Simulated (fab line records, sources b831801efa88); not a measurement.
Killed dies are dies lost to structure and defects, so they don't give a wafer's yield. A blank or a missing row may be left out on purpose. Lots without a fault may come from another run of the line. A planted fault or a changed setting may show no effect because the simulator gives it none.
Split-lot experiment | flow gf180mcu | 5 lots, 23 wafers read, on a route of 602 steps

THE SPLIT
At GF_HV_LDD_DEVELOP_30 (develop time 60 s), the setting develop_time_s was moved away from the recipe's 60 s on 6 of the 23 wafers read, by -12.9% to +6.8%. The other wafers ran this setting at the recipe's value.

The file shows no step between the split and the reading.

THE READING
cd_nm, in nm, at GF_HV_LDD_CD_MEAS_31 (target cd 400 nm). Fault-free wafers of this fab line usually give 399.1 nm, standard deviation 2.1 nm.

wafer  | tool, chamber at the split | develop_time_s as run, s | against the recipe | cd_nm, nm | against lot-mates on the recipe
L074.1 | litho_track-02, 0          | 60                       | recipe             | 403.0     | -
L074.2 | litho_track-02, 0          | 60                       | recipe             | 402.6     | -
L074.3 | litho_track-02, 0          | 60                       | recipe             | 404.3     | -
L074.4 | litho_track-02, 0          | 60                       | recipe             | 402.5     | -
L074.5 | litho_track-02, 0          | 60                       | recipe             | 402.2     | -
L077.1 | litho_track-02, 0          | 60                       | recipe             | 398.1     | -
L077.2 | litho_track-02, 0          | 60                       | recipe             | 395.6     | -
L077.4 | litho_track-02, 0          | 52.58                    | -12.4%             | 385.3     | -12.2
L077.5 | litho_track-02, 0          | 60                       | recipe             | 398.8     | -
L077.6 | litho_track-02, 0          | 52.58                    | -12.4%             | 384.8     | -12.7
L081.1 | litho_track-03, 0          | 64.1                     | +6.8%              | 403.5     | +4.0
L081.2 | litho_track-03, 0          | 60                       | recipe             | 399.7     | -
L081.3 | litho_track-03, 0          | 64.1                     | +6.8%              | 402.4     | +2.9
L081.5 | litho_track-03, 0          | 60                       | recipe             | 399.8     | -
L081.6 | litho_track-03, 0          | 60                       | recipe             | 398.9     | -
L082.2 | litho_track-03, 0          | 60                       | recipe             | 400.6     | -
L082.3 | litho_track-03, 0          | 60                       | recipe             | 398.4     | -
L082.5 | litho_track-03, 0          | 60                       | recipe             | 399.9     | -
L084.1 | litho_track-03, 0          | 52.27                    | -12.9%             | 385.0     | -13.5
L084.2 | litho_track-03, 0          | 60                       | recipe             | 398.6     | -
L084.3 | litho_track-03, 0          | 52.27                    | -12.9%             | 385.4     | -13.1
L084.4 | litho_track-03, 0          | 60                       | recipe             | 398.4     | -
L084.5 | litho_track-03, 0          | 60                       | recipe             | 398.4     | -

THE FIT
A straight line over all 23 wafers: cd_nm changes by +1.05 nm for each +1% of develop_time_s; r = +0.93; the points scatter about the line by 2.4 nm.
The same after taking each lot's own level away (the mean of its wafers on the recipe; 23 wafers): +0.931 nm for each +1%; r = +0.98; scatter 1.2 nm.
On that fit, the largest move of develop_time_s shifts the reading by 12 nm.
The lots' own levels span 397.50 to 402.92 nm, that is 2.6 times the standard deviation above.
So the lot-to-lot level changes the slope: the two fits differ.
Check: with one of the wafers moved furthest among these (-12.9%) left out of the fit, the line predicts -12.1 nm for it against its lot-mates. It came out at -13.5 nm against them.

OTHER SPLITS ON THESE WAFERS
These wafers also went through other splits before the reading. Each is held against what the fit with the lots' levels taken away leaves over:
other split on the same wafers      | wafers away from the commonest value | r with cd_nm (lot level and that fit taken away)
GF_DUAL_GATE_COAT_06 spin_rpm       | 9                                    | +0.17
GF_DUAL_GATE_STRIP_13 power_w       | 10                                   | -0.14
GF_HV_LDD_DEVELOP_06 develop_time_s | 9                                    | -0.10
GF_HV_LDD_COAT_14 spin_rpm          | 5                                    | +0.24
GF_HV_LDD_DEVELOP_18 dev_temp_c     | 5                                    | -0.05

THE FILE'S OWN FIT
cd_nm changes by +0.954 nm for each +1% of develop_time_s, r = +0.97.
